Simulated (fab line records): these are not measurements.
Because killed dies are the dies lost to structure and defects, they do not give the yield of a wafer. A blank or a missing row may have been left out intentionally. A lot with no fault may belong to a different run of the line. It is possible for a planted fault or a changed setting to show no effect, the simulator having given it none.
Which tool is to blame? || flow sky130 || Sampling: 24 lots, 72 wafers, 5 of 708 route steps

## WHAT THE GAUGES READ, wafer by wafer
SKY_CAPM_THK_MEAS_04: measures by xrf. Usual: for CAPM_TIN_THK the level is 197.9 nm and the standard deviation is 2.2.
{"lot": "L074", "measured": "day 36 00:43", "on": "filmMetro-03", "CAPM_TIN_THK (nm)": "196.9 197.1 195.8", "flag": ""}
{"lot": "L075", "measured": "day 36 17:08", "on": "filmMetro-02", "CAPM_TIN_THK (nm)": "200.9 201.9 199.6", "flag": ""}
{"lot": "L076", "measured": "day 37 03:21", "on": "filmMetro-03", "CAPM_TIN_THK (nm)": "197.4 195.2 196.4", "flag": ""}
{"lot": "L077", "measured": "day 37 11:13", "on": "filmMetro-01", "CAPM_TIN_THK (nm)": "198.9 197.1 198.4", "flag": ""}
{"lot": "L078", "measured": "day 37 18:11", "on": "filmMetro-03", "CAPM_TIN_THK (nm)": "197.1 197.0 198.1", "flag": ""}
{"lot": "L079", "measured": "day 38 03:46", "on": "filmMetro-03", "CAPM_TIN_THK (nm)": "192.9 194.2 193.2", "flag": ""}
{"lot": "L080", "measured": "day 38 11:14", "on": "filmMetro-03", "CAPM_TIN_THK (nm)": "194.4 196.1 197.5", "flag": ""}
{"lot": "L082", "measured": "day 39 00:16", "on": "filmMetro-01", "CAPM_TIN_THK (nm)": "199.7 199.9 200.8", "flag": ""}
{"lot": "L081", "measured": "day 39 00:47", "on": "filmMetro-01", "CAPM_TIN_THK (nm)": "199.0 197.6 199.3", "flag": ""}
{"lot": "L083", "measured": "day 39 05:39", "on": "filmMetro-02", "CAPM_TIN_THK (nm)": "200.3 197.9 195.1", "flag": ""}
{"lot": "L084", "measured": "day 39 22:32", "on": "filmMetro-01", "CAPM_TIN_THK (nm)": "198.7 197.9 198.1", "flag": ""}
{"lot": "L085", "measured": "day 39 23:59", "on": "filmMetro-01", "CAPM_TIN_THK (nm)": "197.3 196.0 195.3", "flag": ""}
{"lot": "L086", "measured": "day 40 08:39", "on": "filmMetro-01", "CAPM_TIN_THK (nm)": "195.4 196.7 194.5", "flag": ""}
{"lot": "L087", "measured": "day 40 16:34", "on": "filmMetro-03", "CAPM_TIN_THK (nm)": "197.7 197.6 196.6", "flag": ""}
{"lot": "L088", "measured": "day 40 20:07", "on": "filmMetro-03", "CAPM_TIN_THK (nm)": "197.0 198.9 198.2", "flag": ""}
{"lot": "L089", "measured": "day 41 08:10", "on": "filmMetro-03", "CAPM_TIN_THK (nm)": "198.7 198.9 199.4", "flag": ""}
{"lot": "L090", "measured": "day 41 14:00", "on": "filmMetro-03", "CAPM_TIN_THK (nm)": "198.1 197.9 196.3", "flag": ""}
{"lot": "L091", "measured": "day 41 15:05", "on": "filmMetro-01", "CAPM_TIN_THK (nm)": "198.6 197.9 197.6", "flag": ""}
{"lot": "L092", "measured": "day 41 23:10", "on": "filmMetro-03", "CAPM_TIN_THK (nm)": "202.2 200.5 199.4", "flag": ""}
{"lot": "L093", "measured": "day 42 04:00", "on": "filmMetro-01", "CAPM_TIN_THK (nm)": "198.2 199.8 202.6", "flag": ""}
{"lot": "L094", "measured": "day 42 08:38", "on": "filmMetro-02", "CAPM_TIN_THK (nm)": "199.2 202.9 198.7", "flag": ""}
{"lot": "L095", "measured": "day 42 13:31", "on": "filmMetro-01", "CAPM_TIN_THK (nm)": "200.6 199.2 198.4", "flag": ""}
{"lot": "L096", "measured": "day 42 20:40", "on": "filmMetro-03", "CAPM_TIN_THK (nm)": "198.3 197.3 198.9", "flag": ""}
{"lot": "L097", "measured": "day 43 03:13", "on": "filmMetro-02", "CAPM_TIN_THK (nm)": "198.9 198.4 201.6", "flag": ""}

## WHAT TOOL EACH LOT RAN ON (gives the tool, then ch and the chambers of the sampled wafers, and finally the start)
{"lot": "L074", "SKY_CONTACT_SPUTTER_23": "pvdSputter-04, day 31 05:50", "SKY_METAL2_SPUTTER_00": "pvdSputter-02, day 33 15:38", "SKY_METAL2_SPUTTER_04": "pvdSputter-02, day 33 15:44", "SKY_METAL3_SPUTTER_03": "pvdSputter-03, day 36 00:20"}
{"lot": "L075", "SKY_CONTACT_SPUTTER_23": "pvdSputter-04, day 31 23:23", "SKY_METAL2_SPUTTER_00": "pvdSputter-02, day 34 08:41", "SKY_METAL2_SPUTTER_04": "pvdSputter-02, day 34 08:47", "SKY_METAL3_SPUTTER_03": "pvdSputter-02, day 36 16:45"}
{"lot": "L076", "SKY_CONTACT_SPUTTER_23": "pvdSputter-01, day 32 09:46", "SKY_METAL2_SPUTTER_00": "pvdSputter-01, day 34 19:17", "SKY_METAL2_SPUTTER_04": "pvdSputter-01, day 34 19:23", "SKY_METAL3_SPUTTER_03": "pvdSputter-02, day 37 02:58"}
{"lot": "L077", "SKY_CONTACT_SPUTTER_23": "pvdSputter-04, day 32 17:21", "SKY_METAL2_SPUTTER_00": "pvdSputter-02, day 35 03:12", "SKY_METAL2_SPUTTER_04": "pvdSputter-02, day 35 03:17", "SKY_METAL3_SPUTTER_03": "pvdSputter-02, day 37 10:50"}
{"lot": "L078", "SKY_CONTACT_SPUTTER_23": "pvdSputter-01, day 33 00:42", "SKY_METAL2_SPUTTER_00": "pvdSputter-03, day 35 09:40", "SKY_METAL2_SPUTTER_04": "pvdSputter-03, day 35 09:45", "SKY_METAL3_SPUTTER_03": "pvdSputter-02, day 37 17:47"}
{"lot": "L079", "SKY_CONTACT_SPUTTER_23": "pvdSputter-04, day 33 11:04", "SKY_METAL2_SPUTTER_00": "pvdSputter-03, day 35 20:07", "SKY_METAL2_SPUTTER_04": "pvdSputter-03, day 35 20:13", "SKY_METAL3_SPUTTER_03": "pvdSputter-02, day 38 03:22"}
{"lot": "L080", "SKY_CONTACT_SPUTTER_23": "pvdSputter-02, day 33 18:21", "SKY_METAL2_SPUTTER_00": "pvdSputter-02, day 36 03:41", "SKY_METAL2_SPUTTER_04": "pvdSputter-02, day 36 03:46", "SKY_METAL3_SPUTTER_03": "pvdSputter-02, day 38 10:50"}
{"lot": "L082", "SKY_CONTACT_SPUTTER_23": "pvdSputter-01, day 34 09:34", "SKY_METAL2_SPUTTER_00": "pvdSputter-03, day 36 17:47", "SKY_METAL2_SPUTTER_04": "pvdSputter-03, day 36 17:53", "SKY_METAL3_SPUTTER_03": "pvdSputter-02, day 38 23:53"}
{"lot": "L081", "SKY_CONTACT_SPUTTER_23": "pvdSputter-02, day 34 10:12", "SKY_METAL2_SPUTTER_00": "pvdSputter-02, day 36 18:10", "SKY_METAL2_SPUTTER_04": "pvdSputter-02, day 36 18:16", "SKY_METAL3_SPUTTER_03": "pvdSputter-02, day 39 00:22"}
{"lot": "L083", "SKY_CONTACT_SPUTTER_23": "pvdSputter-01, day 34 14:38", "SKY_METAL2_SPUTTER_00": "pvdSputter-01, day 36 22:34", "SKY_METAL2_SPUTTER_04": "pvdSputter-01, day 36 22:39", "SKY_METAL3_SPUTTER_03": "pvdSputter-02, day 39 05:15"}
{"lot": "L084", "SKY_CONTACT_SPUTTER_23": "pvdSputter-01, day 35 08:32", "SKY_METAL2_SPUTTER_00": "pvdSputter-01, day 37 16:12", "SKY_METAL2_SPUTTER_04": "pvdSputter-01, day 37 16:17", "SKY_METAL3_SPUTTER_03": "pvdSputter-03, day 39 22:08"}
{"lot": "L085", "SKY_CONTACT_SPUTTER_23": "pvdSputter-04, day 35 10:46", "SKY_METAL2_SPUTTER_00": "pvdSputter-02, day 37 18:54", "SKY_METAL2_SPUTTER_04": "pvdSputter-02, day 37 18:59", "SKY_METAL3_SPUTTER_03": "pvdSputter-04, day 39 23:36"}
{"lot": "L086", "SKY_CONTACT_SPUTTER_23": "pvdSputter-04, day 35 18:47", "SKY_METAL2_SPUTTER_00": "pvdSputter-03, day 38 03:06", "SKY_METAL2_SPUTTER_04": "pvdSputter-03, day 38 03:11", "SKY_METAL3_SPUTTER_03": "pvdSputter-02, day 40 08:15"}
{"lot": "L087", "SKY_CONTACT_SPUTTER_23": "pvdSputter-04, day 36 03:55", "SKY_METAL2_SPUTTER_00": "pvdSputter-01, day 38 11:14", "SKY_METAL2_SPUTTER_04": "pvdSputter-01, day 38 11:19", "SKY_METAL3_SPUTTER_03": "pvdSputter-04, day 40 16:11"}
{"lot": "L088", "SKY_CONTACT_SPUTTER_23": "pvdSputter-01, day 36 09:12", "SKY_METAL2_SPUTTER_00": "pvdSputter-03, day 38 15:55", "SKY_METAL2_SPUTTER_04": "pvdSputter-03, day 38 16:00", "SKY_METAL3_SPUTTER_03": "pvdSputter-03, day 40 19:44"}
{"lot": "L089", "SKY_CONTACT_SPUTTER_23": "pvdSputter-02, day 36 20:13", "SKY_METAL2_SPUTTER_00": "pvdSputter-02, day 39 03:26", "SKY_METAL2_SPUTTER_04": "pvdSputter-02, day 39 03:32", "SKY_METAL3_SPUTTER_03": "pvdSputter-02, day 41 07:46"}
{"lot": "L090", "SKY_CONTACT_SPUTTER_23": "pvdSputter-01, day 37 03:58", "SKY_METAL2_SPUTTER_00": "pvdSputter-02, day 39 09:59", "SKY_METAL2_SPUTTER_04": "pvdSputter-02, day 39 10:05", "SKY_METAL3_SPUTTER_03": "pvdSputter-03, day 41 13:37"}
{"lot": "L091", "SKY_CONTACT_SPUTTER_23": "pvdSputter-01, day 37 05:22", "SKY_METAL2_SPUTTER_00": "pvdSputter-03, day 39 12:03", "SKY_METAL2_SPUTTER_04": "pvdSputter-03, day 39 12:08", "SKY_METAL3_SPUTTER_03": "pvdSputter-02, day 41 14:41"}
{"lot": "L092", "SKY_CONTACT_SPUTTER_23": "pvdSputter-04, day 37 14:01", "SKY_METAL2_SPUTTER_00": "pvdSputter-01, day 39 19:56", "SKY_METAL2_SPUTTER_04": "pvdSputter-01, day 39 20:02", "SKY_METAL3_SPUTTER_03": "pvdSputter-04, day 41 22:45"}
{"lot": "L093", "SKY_CONTACT_SPUTTER_23": "pvdSputter-01, day 37 18:16", "SKY_METAL2_SPUTTER_00": "pvdSputter-03, day 40 00:02", "SKY_METAL2_SPUTTER_04": "pvdSputter-03, day 40 00:08", "SKY_METAL3_SPUTTER_03": "pvdSputter-04, day 42 03:37"}
{"lot": "L094", "SKY_CONTACT_SPUTTER_23": "pvdSputter-04, day 37 22:48", "SKY_METAL2_SPUTTER_00": "pvdSputter-03, day 40 04:31", "SKY_METAL2_SPUTTER_04": "pvdSputter-03, day 40 04:37", "SKY_METAL3_SPUTTER_03": "pvdSputter-02, day 42 08:16"}
{"lot": "L095", "SKY_CONTACT_SPUTTER_23": "pvdSputter-01, day 38 03:37", "SKY_METAL2_SPUTTER_00": "pvdSputter-02, day 40 10:07", "SKY_METAL2_SPUTTER_04": "pvdSputter-02, day 40 10:12", "SKY_METAL3_SPUTTER_03": "pvdSputter-02, day 42 13:06"}
{"lot": "L096", "SKY_CONTACT_SPUTTER_23": "pvdSputter-04, day 38 12:54", "SKY_METAL2_SPUTTER_00": "pvdSputter-02, day 40 18:27", "SKY_METAL2_SPUTTER_04": "pvdSputter-02, day 40 18:32", "SKY_METAL3_SPUTTER_03": "pvdSputter-04, day 42 20:16"}
{"lot": "L097", "SKY_CONTACT_SPUTTER_23": "pvdSputter-04, day 38 19:50", "SKY_METAL2_SPUTTER_00": "pvdSputter-03, day 41 00:01", "SKY_METAL2_SPUTTER_04": "pvdSputter-03, day 41 00:07", "SKY_METAL3_SPUTTER_03": "pvdSputter-02, day 43 02:50"}
- SKY_CONTACT_SPUTTER_23: material TiN, target thk 20 nm, time 80 s.
- SKY_METAL2_SPUTTER_00: material Ti, target thk 15 nm, time 10 s.
- SKY_METAL2_SPUTTER_04: material TiN, target thk 70 nm, time 58.3 s.
- SKY_METAL3_SPUTTER_03: material Ti, target thk 5 nm, time 3.3 s.

## WHAT THE TOOLS THEMSELVES READ (means of the sampled wafers that have a number; where no wafer has one, the mark that the record gives instead)
SKY_CONTACT_SPUTTER_23. Usual: throttleValvePct at 29.9 %, with a standard deviation of 0.88.
{"lot": "L074", "tool": "pvdSputter-04", "throttleValvePct (%)": 29.5, "flag": ""}
{"lot": "L075", "tool": "pvdSputter-04", "throttleValvePct (%)": 29.7, "flag": ""}
{"lot": "L076", "tool": "pvdSputter-01", "throttleValvePct (%)": 30.5, "flag": ""}
{"lot": "L077", "tool": "pvdSputter-04", "throttleValvePct (%)": 29.3, "flag": ""}
{"lot": "L078", "tool": "pvdSputter-01", "throttleValvePct (%)": 30.7, "flag": ""}
{"lot": "L079", "tool": "pvdSputter-04", "throttleValvePct (%)": 29.4, "flag": ""}
{"lot": "L080", "tool": "pvdSputter-02", "throttleValvePct (%)": 29.0, "flag": ""}
{"lot": "L082", "tool": "pvdSputter-01", "throttleValvePct (%)": 30.8, "flag": ""}
{"lot": "L081", "tool": "pvdSputter-02", "throttleValvePct (%)": 28.9, "flag": ""}
{"lot": "L083", "tool": "pvdSputter-01", "throttleValvePct (%)": 30.7, "flag": ""}
{"lot": "L084", "tool": "pvdSputter-01", "throttleValvePct (%)": 30.8, "flag": ""}
{"lot": "L085", "tool": "pvdSputter-04", "throttleValvePct (%)": 29.5, "flag": ""}
{"lot": "L086", "tool": "pvdSputter-04", "throttleValvePct (%)": 29.4, "flag": ""}
{"lot": "L087", "tool": "pvdSputter-04", "throttleValvePct (%)": 29.6, "flag": ""}
{"lot": "L088", "tool": "pvdSputter-01", "throttleValvePct (%)": 30.5, "flag": ""}
{"lot": "L089", "tool": "pvdSputter-02", "throttleValvePct (%)": 28.9, "flag": ""}
{"lot": "L090", "tool": "pvdSputter-01", "throttleValvePct (%)": 30.8, "flag": ""}
{"lot": "L091", "tool": "pvdSputter-01", "throttleValvePct (%)": 30.4, "flag": ""}
{"lot": "L092", "tool": "pvdSputter-04", "throttleValvePct (%)": 28.9, "flag": ""}
{"lot": "L093", "tool": "pvdSputter-01", "throttleValvePct (%)": 30.7, "flag": ""}
{"lot": "L094", "tool": "pvdSputter-04", "throttleValvePct (%)": 29.5, "flag": ""}
{"lot": "L095", "tool": "pvdSputter-01", "throttleValvePct (%)": 30.4, "flag": ""}
{"lot": "L096", "tool": "pvdSputter-04", "throttleValvePct (%)": 29.4, "flag": ""}
{"lot": "L097", "tool": "pvdSputter-04", "throttleValvePct (%)": 29.9, "flag": ""}

SKY_METAL2_SPUTTER_00. Usual: throttleValvePct at 29.8 %, with a standard deviation of 1.1.
{"lot": "L074", "tool": "pvdSputter-02", "throttleValvePct (%)": 29.4, "flag": ""}
{"lot": "L075", "tool": "pvdSputter-02", "throttleValvePct (%)": 29.0, "flag": ""}
{"lot": "L076", "tool": "pvdSputter-01", "throttleValvePct (%)": 30.8, "flag": ""}
{"lot": "L077", "tool": "pvdSputter-02", "throttleValvePct (%)": 29.0, "flag": ""}
{"lot": "L078", "tool": "pvdSputter-03", "throttleValvePct (%)": 30.8, "flag": ""}
{"lot": "L079", "tool": "pvdSputter-03", "throttleValvePct (%)": 31.1, "flag": ""}
{"lot": "L080", "tool": "pvdSputter-02", "throttleValvePct (%)": 28.8, "flag": ""}
{"lot": "L082", "tool": "pvdSputter-03", "throttleValvePct (%)": 29.8, "flag": ""}
{"lot": "L081", "tool": "pvdSputter-02", "throttleValvePct (%)": 29.4, "flag": ""}
{"lot": "L083", "tool": "pvdSputter-01", "throttleValvePct (%)": 31.1, "flag": ""}
{"lot": "L084", "tool": "pvdSputter-01", "throttleValvePct (%)": 30.4, "flag": ""}
{"lot": "L085", "tool": "pvdSputter-02", "throttleValvePct (%)": 28.8, "flag": ""}
{"lot": "L086", "tool": "pvdSputter-03", "throttleValvePct (%)": 30.0, "flag": ""}
{"lot": "L087", "tool": "pvdSputter-01", "throttleValvePct (%)": 30.5, "flag": ""}
{"lot": "L088", "tool": "pvdSputter-03", "throttleValvePct (%)": 29.8, "flag": ""}
{"lot": "L089", "tool": "pvdSputter-02", "throttleValvePct (%)": 28.7, "flag": ""}
{"lot": "L090", "tool": "pvdSputter-02", "throttleValvePct (%)": 29.4, "flag": ""}
{"lot": "L091", "tool": "pvdSputter-03", "throttleValvePct (%)": 30.6, "flag": ""}
{"lot": "L092", "tool": "pvdSputter-01", "throttleValvePct (%)": 30.3, "flag": ""}
{"lot": "L093", "tool": "pvdSputter-03", "throttleValvePct (%)": 30.5, "flag": ""}
{"lot": "L094", "tool": "pvdSputter-03", "throttleValvePct (%)": 30.3, "flag": ""}
{"lot": "L095", "tool": "pvdSputter-02", "throttleValvePct (%)": 28.7, "flag": ""}
{"lot": "L096", "tool": "pvdSputter-02", "throttleValvePct (%)": 28.9, "flag": ""}
{"lot": "L097", "tool": "pvdSputter-03", "throttleValvePct (%)": 30.7, "flag": ""}

SKY_METAL2_SPUTTER_04. Usual: throttleValvePct at 29.8 %, with a standard deviation of 1.1.
{"lot": "L074", "tool": "pvdSputter-02", "throttleValvePct (%)": 29.5, "flag": ""}
{"lot": "L075", "tool": "pvdSputter-02", "throttleValvePct (%)": 28.8, "flag": ""}
{"lot": "L076", "tool": "pvdSputter-01", "throttleValvePct (%)": 30.8, "flag": ""}
{"lot": "L077", "tool": "pvdSputter-02", "throttleValvePct (%)": 28.9, "flag": ""}
{"lot": "L078", "tool": "pvdSputter-03", "throttleValvePct (%)": 30.7, "flag": ""}
{"lot": "L079", "tool": "pvdSputter-03", "throttleValvePct (%)": 31.1, "flag": ""}
{"lot": "L080", "tool": "pvdSputter-02", "throttleValvePct (%)": 28.7, "flag": ""}
{"lot": "L082", "tool": "pvdSputter-03", "throttleValvePct (%)": 30.0, "flag": ""}
{"lot": "L081", "tool": "pvdSputter-02", "throttleValvePct (%)": 29.5, "flag": ""}
{"lot": "L083", "tool": "pvdSputter-01", "throttleValvePct (%)": 31.2, "flag": ""}
{"lot": "L084", "tool": "pvdSputter-01", "throttleValvePct (%)": 30.3, "flag": ""}
{"lot": "L085", "tool": "pvdSputter-02", "throttleValvePct (%)": 28.8, "flag": ""}
{"lot": "L086", "tool": "pvdSputter-03", "throttleValvePct (%)": 29.8, "flag": ""}
{"lot": "L087", "tool": "pvdSputter-01", "throttleValvePct (%)": 30.3, "flag": ""}
{"lot": "L088", "tool": "pvdSputter-03", "throttleValvePct (%)": 29.9, "flag": ""}
{"lot": "L089", "tool": "pvdSputter-02", "throttleValvePct (%)": 28.7, "flag": ""}
{"lot": "L090", "tool": "pvdSputter-02", "throttleValvePct (%)": 29.7, "flag": ""}
{"lot": "L091", "tool": "pvdSputter-03", "throttleValvePct (%)": 30.2, "flag": ""}
{"lot": "L092", "tool": "pvdSputter-01", "throttleValvePct (%)": 30.3, "flag": ""}
{"lot": "L093", "tool": "pvdSputter-03", "throttleValvePct (%)": 30.5, "flag": ""}
{"lot": "L094", "tool": "pvdSputter-03", "throttleValvePct (%)": 30.5, "flag": ""}
{"lot": "L095", "tool": "pvdSputter-02", "throttleValvePct (%)": 28.8, "flag": ""}
{"lot": "L096", "tool": "pvdSputter-02", "throttleValvePct (%)": 28.9, "flag": ""}
{"lot": "L097", "tool": "pvdSputter-03", "throttleValvePct (%)": 30.8, "flag": ""}

SKY_METAL3_SPUTTER_03. Usual: throttleValvePct at 29.3 %, with a standard deviation of 0.92.
{"lot": "L074", "tool": "pvdSputter-03", "throttleValvePct (%)": 31.1, "flag": ""}
{"lot": "L075", "tool": "pvdSputter-02", "throttleValvePct (%)": 29.0, "flag": ""}
{"lot": "L076", "tool": "pvdSputter-02", "throttleValvePct (%)": 29.5, "flag": ""}
{"lot": "L077", "tool": "pvdSputter-02", "throttleValvePct (%)": 29.5, "flag": ""}
{"lot": "L078", "tool": "pvdSputter-02", "throttleValvePct (%)": 29.1, "flag": ""}
{"lot": "L079", "tool": "pvdSputter-02", "throttleValvePct (%)": 28.7, "flag": ""}
{"lot": "L080", "tool": "pvdSputter-02", "throttleValvePct (%)": 28.9, "flag": ""}
{"lot": "L082", "tool": "pvdSputter-02", "throttleValvePct (%)": 29.0, "flag": ""}
{"lot": "L081", "tool": "pvdSputter-02", "throttleValvePct (%)": 29.5, "flag": ""}
{"lot": "L083", "tool": "pvdSputter-02", "throttleValvePct (%)": 29.0, "flag": ""}
{"lot": "L084", "tool": "pvdSputter-03", "throttleValvePct (%)": 30.9, "flag": ""}
{"lot": "L085", "tool": "pvdSputter-04", "throttleValvePct (%)": 29.4, "flag": ""}
{"lot": "L086", "tool": "pvdSputter-02", "throttleValvePct (%)": 28.8, "flag": ""}
{"lot": "L087", "tool": "pvdSputter-04", "throttleValvePct (%)": 28.9, "flag": ""}
{"lot": "L088", "tool": "pvdSputter-03", "throttleValvePct (%)": 30.0, "flag": ""}
{"lot": "L089", "tool": "pvdSputter-02", "throttleValvePct (%)": 29.4, "flag": ""}
{"lot": "L090", "tool": "pvdSputter-03", "throttleValvePct (%)": 29.9, "flag": ""}
{"lot": "L091", "tool": "pvdSputter-02", "throttleValvePct (%)": 29.0, "flag": ""}
{"lot": "L092", "tool": "pvdSputter-04", "throttleValvePct (%)": 29.6, "flag": ""}
{"lot": "L093", "tool": "pvdSputter-04", "throttleValvePct (%)": 29.4, "flag": ""}
{"lot": "L094", "tool": "pvdSputter-02", "throttleValvePct (%)": 29.7, "flag": ""}
{"lot": "L095", "tool": "pvdSputter-02", "throttleValvePct (%)": 28.6, "flag": ""}
{"lot": "L096", "tool": "pvdSputter-04", "throttleValvePct (%)": 29.2, "flag": ""}
{"lot": "L097", "tool": "pvdSputter-02", "throttleValvePct (%)": 28.9, "flag": ""}

## THE ANSWER, worked out from the rows above alone
Rule: a lot counts as off when the mean over its wafers that have a number is more than 3 standard deviations away from the usual mean. A lot without any number at a reading at which 4 lots or more have one is off too. Where the step has rows for the other lots, those lots are counted as sound. First the gauges in route order, then the tools' own readings, where a lot's mean is used as printed above. At the first step where some lot is off, the reading lying furthest off is the one used; lots without a number count as furthest.
None of the lots is off at any reading shown; this tells nothing.

## WHAT HAD BEEN PUT IN BY THE SIMULATOR
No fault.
